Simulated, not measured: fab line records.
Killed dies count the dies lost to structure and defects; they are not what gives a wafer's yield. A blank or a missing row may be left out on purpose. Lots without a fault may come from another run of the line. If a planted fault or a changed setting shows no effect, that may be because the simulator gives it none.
Which tool was responsible? | flow sky130 | 14 lots with 41 wafers sampled at 2 steps, on a route of 708 steps

== WHAT EACH GAUGE READ, for each wafer ==
SKY_VIA4_OVL_MEAS_11.
lot  | measured     | on         | VIA4_OVL (nm)
L632 | day 42 21:31 | overlay-02 | -3.3 -1.3 -1.0
L633 | day 43 04:16 | overlay-01 | 1.5 -0.6 0.3
L634 | day 43 12:13 | overlay-02 | 0.0 -0.2 -0.1
L638 | day 44 22:29 | overlay-02 | -1.1 1.2 0.8
L640 | day 45 14:29 | overlay-02 | -1.6 -2.2 -2.2
L643 | day 46 06:58 | overlay-02 | 1.7 2.0 0.1
L644 | day 46 08:14 | overlay-01 | -2.9 -4.4
L646 | day 46 13:10 | overlay-01 | 1.6 0.9 0.7
L647 | day 47 02:47 | overlay-02 | -0.2 -1.1 -1.5
L648 | day 47 07:06 | overlay-02 | 0.7 -0.6 0.4
L649 | day 47 11:10 | overlay-01 | - - -
L651 | day 47 14:01 | overlay-01 | - - -
L655 | day 48 13:01 | overlay-02 | -1.1 -1.1 -1.0
L653 | day 48 16:31 | overlay-02 | -0.3 -1.1 -0.4

== EACH LOT AND THE TOOL THAT RAN IT (in order: tool; ch and the chambers of the sampled wafers; start) ==
lot  | SKY_VIA4_DEVELOP_10
L632 | lithoTrack-04 ch 0, day 42 21:23
L633 | lithoTrack-04 ch 0, day 43 04:07
L634 | lithoTrack-04 ch 0, day 43 12:04
L638 | lithoTrack-03 ch 0, day 44 22:20
L640 | lithoTrack-03 ch 0, day 45 14:20
L643 | lithoTrack-01 ch 0, day 46 06:50
L644 | lithoTrack-01 ch 0, day 46 08:08
L646 | lithoTrack-04 ch 0, day 46 13:01
L647 | lithoTrack-03 ch 0, day 47 02:38
L648 | lithoTrack-03 ch 0, day 47 06:58
L649 | lithoTrack-01, day 47 11:01
L651 | lithoTrack-01, day 47 13:55
L655 | lithoTrack-04 ch 0, day 48 12:52
L653 | lithoTrack-04 ch 0, day 48 16:22
- SKY_VIA4_DEVELOP_10: develop time 60 s.

== AS READ BY THE TOOLS THEMSELVES (means over the sampled wafers that have a number; for cases with no such wafer, the mark the record gives instead) ==
SKY_VIA4_DEVELOP_10.
lot  | tool          | chillPlateTempC (C)
L632 | lithoTrack-04 | 23.06
L633 | lithoTrack-04 | 22.99
L634 | lithoTrack-04 | 23.02
L638 | lithoTrack-03 | 23.08
L640 | lithoTrack-03 | 23.01
L643 | lithoTrack-01 | 22.91
L644 | lithoTrack-01 | 23.11
L646 | lithoTrack-04 | 22.99
L647 | lithoTrack-03 | 23.03
L648 | lithoTrack-03 | 22.98
L649 | lithoTrack-01 | -
L651 | lithoTrack-01 | -
L655 | lithoTrack-04 | 23.07
L653 | lithoTrack-04 | 23.06

== THE ANSWER, worked out from the rows above alone ==
Rule: the lots themselves supply what counts as usual. The widest of any qualifying gaps counts: lots, ordered by their means at a reading, are off when they make up no more than a third of the lots, leave a main group of 4 or more, and stand apart from it by 3 or more times the standard deviation of that group's means. If all means in a main group match to the digits the tables above print for the reading, that group is not used. Also off: a lot with no number at a reading for which 4 or more lots have one. All remaining lots with rows at the step are treated as sound. Order of review: gauges by route order, followed by the tools' own readings, for which a lot's mean as printed above is used. At the first step where some lot is off, the reading lying furthest off is the one used; lots without a number count as furthest.
Off: L649, L651, seen at SKY_VIA4_OVL_MEAS_11 (VIA4_OVL). Without a number there: L649, L651. The main group: mean -0.6 nm, standard deviation 1.4.
A tool fits if, at a process step before that reading, it ran every lot that is off, and no sound lot after the first of them. The gauges at SKY_VIA4_OVL_MEAS_11 aren't tried: what is off there is off at SKY_VIA4_DEVELOP_10 too, on other tools, and a gauge's error can't cause that. One fits: lithoTrack-01 at SKY_VIA4_DEVELOP_10. A fault onset in the window from L644 (day 46 08:08, its last sound lot) to L649 (day 47 11:01, its first lot off) fits.
Blank at SKY_VIA4_DEVELOP_10 on the lots that are off, where sound lots have numbers: chillPlateTempC.

== WHAT THE SIMULATOR PUT IN ==
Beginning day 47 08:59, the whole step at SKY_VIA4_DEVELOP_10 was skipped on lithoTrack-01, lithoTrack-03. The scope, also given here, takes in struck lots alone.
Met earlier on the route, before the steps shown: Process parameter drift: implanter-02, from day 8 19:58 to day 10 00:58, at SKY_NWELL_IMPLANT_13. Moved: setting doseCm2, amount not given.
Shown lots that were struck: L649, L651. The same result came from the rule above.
